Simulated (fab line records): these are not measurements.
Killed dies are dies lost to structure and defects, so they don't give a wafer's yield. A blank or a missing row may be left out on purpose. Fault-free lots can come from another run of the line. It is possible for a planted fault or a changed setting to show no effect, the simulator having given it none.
A struck lot beside a sound one    flow sky130    15 steps out of a route of 708
Sound: wafers L437.1, L437.4, L437.5. Struck: wafer L445.1 (left out: L445.2, L445.4 of the same lot, which were not struck); the cause appears at the end.
For every step that has rows: the tool of each side, followed by ch and its chambers, followed by its first start. Under that, the readings that differ: sound wafers    struck wafers    difference of the means    sigmas: that difference in standard deviations of wafers without a fault.
alike: same words and numbers on both sides, and readings whose means sit less than 2 such deviations apart. not compared: any withheld reading, any reading some wafer has no value for, any bound like >300 that may hide the same value, and any number with overlapping values for which the record gives no deviation.
A row with sigmas, a row that says differs or no value, or rows on one side alone: a step with any of these is where the two part. Numbers that don't overlap but have no deviation are shown without sigmas and don't part them. A reading missing from all wafers of one side parts the sides only when that side holds two or more wafers.

SKY_VIA2_ETCH_14: etches BARC in N2/H2, stops on SiO2, time 47.49 s, target depth 60 nm.
  sound on rieDiel-04 ch 0,2,3, day 37 15:05; struck on rieDiel-01 ch 1, day 40 00:23
  alike: drypumpMotorCurrentA, oesProductAu, throttleValvePct
  not compared: rfHoursCounterH
then, 1 step without rows for these wafers: SKY_VIA2_ETCH_15 (etches SiO2 in C4F8/O2/Ar, stops on TiN, target depth 546 nm, time 84 s).
SKY_VIA2_STRIP_16: strips in O2/N2.
  sound on plasmaAsher-02 ch 0,1, day 37 15:11; struck on plasmaAsher-01 ch 0, day 40 00:30
  alike: drypumpMotorCurrentA, oesProductAu, stripTimeToEndpointS
  not compared: rfHoursCounterH
then, 3 steps without rows for these wafers: SKY_VIA2_STRIP_17 (strips in post etch residue remover, time 1200 s); SKY_VIA2_CLEAN_18 (cleans in IPA, time 180 s); SKY_VIA2_CLEAN_19 (cleans in O3/DIW).
SKY_VIA2_SPUTTER_20: material TiN, target thk 20 nm, time 80 s.
  sound on pvdSputter-02, day 37 15:49; struck on pvdSputter-02, day 40 01:05
  alike: cathodeDcPowerW, chamberPressurePa, throttleValvePct
then, 1 step without rows for these wafers: SKY_VIA2_CVD_21 (deposits W, target thk 420 nm, time 126.4 s).
SKY_VIA2_RS_MEAS_22: uses a four-point probe to measure.
  sound on filmMetro-03, day 37 16:00; struck on filmMetro-02, day 40 01:25
  alike: VIA2_W_RS
SKY_VIA2_THK_MEAS_23: measures by xrf.
  sound on filmMetro-03, day 37 16:07; struck on filmMetro-02, day 40 01:32
  alike: VIA2_W_THK
SKY_VIA2_CMP_24: polishes, stops on SiO2, t overpolish 20 s, target thk 0 nm.
  sound on cmp-02 ch 0,3, day 37 16:14; struck on cmp-02 ch 2, day 40 01:35
  alike: edgeZonePressureFrac, motorCurrentA, overpolishRunS, timeToEndpointS
SKY_METAL3_SPUTTER_00: material Ti, target thk 15 nm, time 10 s.
  sound on pvdSputter-03, day 37 16:29; struck on pvdSputter-04, day 40 01:53
reading               sound           struck  difference  sigmas
throttleValvePct (%)  33.0 30.5 32.9  29.7    -2.4        -2
  alike: cathodeDcPowerW, chamberPressurePa
SKY_METAL3_SPUTTER_01: material TiN, target thk 20 nm, time 16.7 s.
  sound on pvdSputter-03, day 37 16:30; struck on pvdSputter-04, day 40 01:55
reading                 sound                 struck  difference  sigmas
chamberPressurePa (Pa)  0.4005 0.4002 0.3987  0.3542  -0.0456     -57
  alike: cathodeDcPowerW, throttleValvePct
then, 1 step without rows for these wafers: SKY_METAL3_SPUTTER_02 (material AlCu, target thk 735 nm, time 39.1 s).
-- the record jumps here: 9 days lie between the struck wafers' starts before and after (it left off in module METAL3 and takes up again in module PAD_OPEN, whose first step shown is number 708 of the route) --
SKY_PAD_OPEN_PROBE_99:
  sound on prober-02, day 46 21:46; struck on prober-02, day 48 18:01
reading          sound  struck  difference  sigmas
killed_at_M4_up  5 6 7  0       -6          -3
  alike: defectLimitedYield, killed_at_M0_to_M3, killedAtContacts, killedAtFrontEnd, killedAtOther, killedDies, killedOpen, killedShort, sort_bin_3_pad_short, sort_bin_5_function, sort_bin_6_memory, sortNPass, sortYieldPct

## WHERE THEY PART
First at SKY_METAL3_SPUTTER_00; last, within this record, at SKY_PAD_OPEN_PROBE_99.

WHY: what had been put in by the simulator
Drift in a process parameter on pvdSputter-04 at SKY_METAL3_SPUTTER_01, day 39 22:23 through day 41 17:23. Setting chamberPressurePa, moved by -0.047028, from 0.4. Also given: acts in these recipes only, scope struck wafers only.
